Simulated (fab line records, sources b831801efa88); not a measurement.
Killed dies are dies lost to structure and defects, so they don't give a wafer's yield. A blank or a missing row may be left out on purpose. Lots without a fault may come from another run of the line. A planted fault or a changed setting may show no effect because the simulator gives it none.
A struck lot beside a sound one | flow sky130 | 21 steps out of a route of 708
Sound: wafers L837.1, L837.2, L837.4. Struck: wafers L845.1, L845.3, L845.5. The cause comes at the end.
At each step with rows: each side's tool, then ch and its chambers, then its first start. Under that, the readings that differ: sound wafers | struck wafers | difference of the means | sigmas: that difference in standard deviations of wafers without a fault.
alike: readings whose means differ by less than 2 such deviations, and words and numbers that are the same on both sides. not compared: withheld readings, readings that some wafer has no value for, bounds like >300 that may hide the same value, and numbers for which the record gives no deviation and whose values overlap.
The two part at a step that has a row with sigmas, a row that says differs or no value, or rows on one side only. Numbers that don't overlap but have no deviation are shown without sigmas and don't part them. A reading that every wafer of one side lacks parts them only if that side has two wafers or more.

SKY_SD_N_RS_MEAS_17: measures by four-point-probe.
  sound on film_metro-01, day 29 07:27; struck on film_metro-02, day 32 10:54
  alike: SD_P_RS
SKY_SD_N_RS_MEAS_18: measures by four-point-probe.
  sound on film_metro-01, day 29 07:34; struck on film_metro-02, day 32 11:01
  alike: RES_XHIGH_RS
then, 2 steps without rows for these wafers: SKY_SALICIDE_CLEAN_00 (cleans in HF-last, time 30 s); SKY_LI_CONTACT_HDPCVD_00 (deposits PSG, target thk 930 nm, time 155 s).
SKY_LI_CONTACT_THK_MEAS_01:
  sound on film_metro-02, day 29 07:49; struck on film_metro-01, day 32 11:16
  alike: LI_CONTACT_HDPCVD_THK
SKY_LI_CONTACT_CMP_02: polishes PSG.
  sound on cmp-02 ch 0,1,2, day 29 07:55; struck on cmp-01 ch 0,2,3, day 32 11:19
  reading                | sound          | struck         | difference | sigmas
  time_to_endpoint_s (s) | 32.2 36.3 36.1 | 30.5 30.2 28.3 | -5.2       | -2
  alike: motor_current_A, slurry_filter_dp_kPa
SKY_LI_CONTACT_BOW_MEAS_03:
  sound on film_metro-04, day 29 08:10; struck on film_metro-02, day 32 11:37
  alike: LI_CONTACT_BOW
then, 5 steps without rows for these wafers: SKY_LI_CONTACT_DEHYDRATE_04 (time 60 s); SKY_LI_CONTACT_HMDS_05 (prime time 60 s); SKY_LI_CONTACT_COAT_06 (resist thk 60 nm); SKY_LI_CONTACT_COAT_07 (resist thk 450 nm); SKY_LI_CONTACT_SOFTBAKE_08 (time 90 s).
SKY_LI_CONTACT_EXPOSE_09: exposes mask LICM1, target cd 170 nm.
  sound on krf_scanner-02 ch 0, day 29 22:23; struck on krf_scanner-02 ch 0, day 33 01:36
  reading | sound                   | struck                           | difference | sigmas
  mask    | LICM1#0 LICM1#0 LICM1#0 | LICM1_R1#0 LICM1_R1#0 LICM1_R1#0 | differs    |
then, 2 steps without rows for these wafers: SKY_LI_CONTACT_PEB_10; SKY_LI_CONTACT_DEVELOP_11 (develop time 60 s).
SKY_LI_CONTACT_CD_MEAS_12: target cd 170 nm.
  sound on cd_sem-02, day 30 11:59; struck on cd_sem-01, day 33 14:28
  reading    | sound             | struck            | difference | sigmas
  cd_nm (nm) | 170.3 170.1 169.6 | 135.3 135.6 136.2 | -34.3      | -23
SKY_LI_CONTACT_OVL_MEAS_13:
  sound on overlay-01, day 30 12:07; struck on overlay-02, day 33 14:35
  alike: LI_CONTACT_OVL
SKY_LI_CONTACT_ETCH_14: etches BARC in N2/H2, stops on SiO2, time 45.9 s, target depth 60 nm.
  sound on rie_diel-04 ch 0,1,2, day 30 12:09; struck on rie_diel-02 ch 0,3, day 33 14:38
  reading                     | sound           | struck          | difference | sigmas
  drypump_motor_current_A (A) | 5.4 5.4 5.4     | 6.4 6.3 6.3     | +0.9       | +2
  model.LI_CONTACT.cd_nm (nm) | 170 169.2 169.7 | 135.6 135.4 137 | -33.6      |
  alike: oes_product_au, throttle_valve_pct
  not compared: rf_hours_counter_h
SKY_LI_CONTACT_ETCH_15: etches PSG in C4F8/O2/Ar, stops on Si, target depth 600 nm.
  sound on rie_diel-04 ch 0,1,2, day 30 12:11; struck on rie_diel-02 ch 0,3, day 33 14:40
  reading                     | sound           | struck            | difference | sigmas
  model.LI_CONTACT.cd_nm (nm) | 170.4 169 169.9 | 136.2 135.8 137.1 | -33.4      |
  alike: oes_product_au
SKY_LI_CONTACT_STRIP_16: strips in O2/N2.
  sound on plasma_asher-04 ch 0,1, day 30 12:16; struck on plasma_asher-01 ch 0,1, day 33 14:46
  alike: drypump_motor_current_A, oes_product_au, strip_time_to_endpoint_s
  not compared: rf_hours_counter_h
-- the record jumps here: 15 days lie between the struck wafers' starts before and after (it left off in module LI_CONTACT and takes up again in module PAD_OPEN, whose first step shown is number 708 of the route) --
SKY_PAD_OPEN_PROBE_99:
  sound on prober-01, day 46 19:04; struck on prober-01, day 48 18:11
  reading            | sound    | struck      | difference | sigmas
  killed_at_contacts | 23 24 25 | 324 350 301 | +301       | +53
  killed_dies        | 99 80 89 | 385 400 361 | +293       | +31
  killed_on_rim      | 17 15 23 | 85 86 76    | +64        | +16
  alike: killed_at_M0_to_M3, killed_at_M4_up, killed_at_front_end, killed_at_other, killed_open, killed_short

WHERE THEY PART
First at SKY_LI_CONTACT_CMP_02; last, within this record, at SKY_PAD_OPEN_PROBE_99.

WHY: what the simulator had put in
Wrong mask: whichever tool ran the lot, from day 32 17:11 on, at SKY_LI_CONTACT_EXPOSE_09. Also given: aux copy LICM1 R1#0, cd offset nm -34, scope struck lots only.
